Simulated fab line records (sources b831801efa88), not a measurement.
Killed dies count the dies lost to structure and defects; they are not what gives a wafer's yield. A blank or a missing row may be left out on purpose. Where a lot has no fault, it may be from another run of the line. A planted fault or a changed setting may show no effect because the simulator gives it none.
Which tool is to blame?    flow sky130    14 lots, 42 wafers sampled, at 3 steps of a route of 708

WHAT THE GAUGES SHOWED, per wafer
SKY_SD_N_RS_MEAS_16: measures by four-point-probe. Usual: SD_N_RS gives 68.67 ohm/sq (standard deviation 0.17).
lot   measured      on             SD_N_RS (ohm/sq)                     flag
L708  day 28 18:56  film-metro-02  68.42 68.51 68.43                    
L709  day 29 03:39  film-metro-03  68.85 68.80 68.88                    
L710  day 29 06:58  film-metro-03  69.06 68.73 68.72                    
L711  day 29 15:46  film-metro-01  68.57 68.61 68.48                    
L713  day 31 01:31  film-metro-03  68.81 68.84 68.91                    
L714  day 31 04:03  film-metro-03  68.78 68.80 68.77                    
L715  day 31 05:28  film-metro-03  68.70 68.89 68.81                    
L717  day 31 13:07  film-metro-03  69.01 68.79 68.83                    
L720  day 32 22:28  film-metro-03  71.58 71.53 71.50 71.49 71.61 71.50  OFF
L721  day 33 00:37  film-metro-01  68.72 68.51 68.53                    
L722  day 33 11:50  film-metro-02  71.34 71.26 71.33 71.39 71.35 71.19  OFF
L723  day 33 12:02  film-metro-01  68.62 68.68 68.73                    
L724  day 33 15:26  film-metro-01  71.30 71.41 71.44 71.50 71.44 71.42  OFF
L729  day 35 14:08  film-metro-02  68.64 68.46 68.53                    

SKY_SD_N_RS_MEAS_17: measures by four-point-probe. Usual: SD_P_RS gives 147.3 ohm/sq (standard deviation 0.48).
lot   measured      on             SD_P_RS (ohm/sq)                     flag
L708  day 28 19:03  film-metro-02  146.6 147.0 146.9                    
L709  day 29 03:46  film-metro-03  147.6 147.9 147.7                    
L710  day 29 07:05  film-metro-03  148.1 148.2 147.6                    
L711  day 29 15:53  film-metro-01  146.7 146.7 146.4                    
L713  day 31 01:38  film-metro-03  147.9 147.3 147.8                    
L714  day 31 04:10  film-metro-03  147.3 147.4 147.8                    
L715  day 31 05:35  film-metro-03  147.4 147.7 147.9                    
L717  day 31 13:14  film-metro-03  148.3 147.7 148.0                    
L720  day 33 05:16  film-metro-03  163.3 163.1 163.6 163.5 162.9 163.5  OFF
L721  day 33 00:44  film-metro-01  146.7 147.3 147.0                    
L722  day 33 14:37  film-metro-02  162.9 162.8 163.0 163.1 162.6 162.9  OFF
L723  day 33 12:09  film-metro-01  147.2 147.0 147.0                    
L724  day 33 18:50  film-metro-01  163.3 163.6 163.8 163.9 163.3 163.8  OFF
L729  day 35 14:15  film-metro-02  147.5 146.9 147.0                    

WHICH TOOL RAN EACH LOT (tool, then ch and the chambers of the sampled wafers, then the start)
lot   SKY_SD_N_RTA_14
L708  rtp-anneal-02 ch 0, day 28 18:45
L709  rtp-anneal-01 ch 0, day 29 03:28
L710  rtp-anneal-02 ch 0, day 29 06:46
L711  rtp-anneal-01 ch 0, day 29 15:36
L713  rtp-anneal-01 ch 0, day 31 01:19
L714  rtp-anneal-02 ch 0, day 31 03:49
L715  rtp-anneal-01 ch 0, day 31 05:16
L717  rtp-anneal-02 ch 0, day 31 12:55
L720  rtp-anneal-02 ch 0, day 32 22:18
L721  rtp-anneal-01 ch 0, day 33 00:27
L722  rtp-anneal-02 ch 0, day 33 11:36
L723  rtp-anneal-01 ch 0, day 33 11:51
L724  rtp-anneal-02 ch 0, day 33 15:14
L729  rtp-anneal-01 ch 0, day 35 13:58
- SKY_SD_N_RTA_14: time 2 s.

WHAT THE TOOLS THEMSELVES READ (means of the sampled wafers that have a number; where no wafer has one, the mark that the record gives instead)
SKY_SD_N_RTA_14. Usual: lamp-power-pct 15.74 %, standard deviation 0.051; wafer_temp_C_max 1077.9, standard deviation 1.1.
lot   tool           lamp-power-pct (%)  wafer_temp_C_max  flag
L708  rtp-anneal-02  15.74               1077.4            
L709  rtp-anneal-01  15.76               1077.8            
L710  rtp-anneal-02  15.69               1078.3            
L711  rtp-anneal-01  15.75               1078.3            
L713  rtp-anneal-01  15.76               1078.3            
L714  rtp-anneal-02  15.75               1078.2            
L715  rtp-anneal-01  15.75               1077.5            
L717  rtp-anneal-02  15.74               1077.3            
L720  rtp-anneal-02  15.37               1059.4            OFF
L721  rtp-anneal-01  15.72               1078.0            
L722  rtp-anneal-02  15.45               1061.1            OFF
L723  rtp-anneal-01  15.77               1077.7            
L724  rtp-anneal-02  15.47               1061.0            OFF
L729  rtp-anneal-01  15.69               1077.4            

THE ANSWER, worked out from the rows above alone
Rule: a lot counts as off when the mean over its wafers that have a number is more than 3 standard deviations away from the usual mean. A lot without any number at a reading at which 4 lots or more have one is off too. Any other lot the step has rows for is counted as sound. After the gauges, taken in route order, come the tools' own readings; for these a lot's mean is taken, as printed above. At the first step where some lot is off, the reading lying furthest off is the one used; lots without a number count as furthest.
Off: at SKY_SD_N_RS_MEAS_16 (SD_N_RS), L720, L722, L724.
A tool fits if, at a process step before that reading, it ran every lot that is off, and no sound lot after the first of them. Not tried: the gauges at SKY_SD_N_RS_MEAS_16; whatever is off there is also off at SKY_SD_N_RTA_14, on other tools, and gauge error can't account for it. One candidate fits, namely rtp-anneal-02 at SKY_SD_N_RTA_14. A fault onset in the window from L717 (day 31 12:55, its last sound lot) to L720 (day 32 22:18, its first lot off) fits.
The tool's own readings at SKY_SD_N_RTA_14 bear it out: on the lots that are off they differ by more than 5 times the standard deviation of the sound lots' means. lamp-power-pct reads 15.43 % there against 15.74 % on the sound lots; wafer_temp_C_max reads 1060.5 there against 1077.8 on the sound lots.

WHAT THE SIMULATOR PUT IN
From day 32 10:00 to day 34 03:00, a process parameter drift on rtp-anneal-02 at SKY_SD_N_RTA_14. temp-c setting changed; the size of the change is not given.
Lots struck among those shown: L720, L722, L724. Same finding as the rule above.
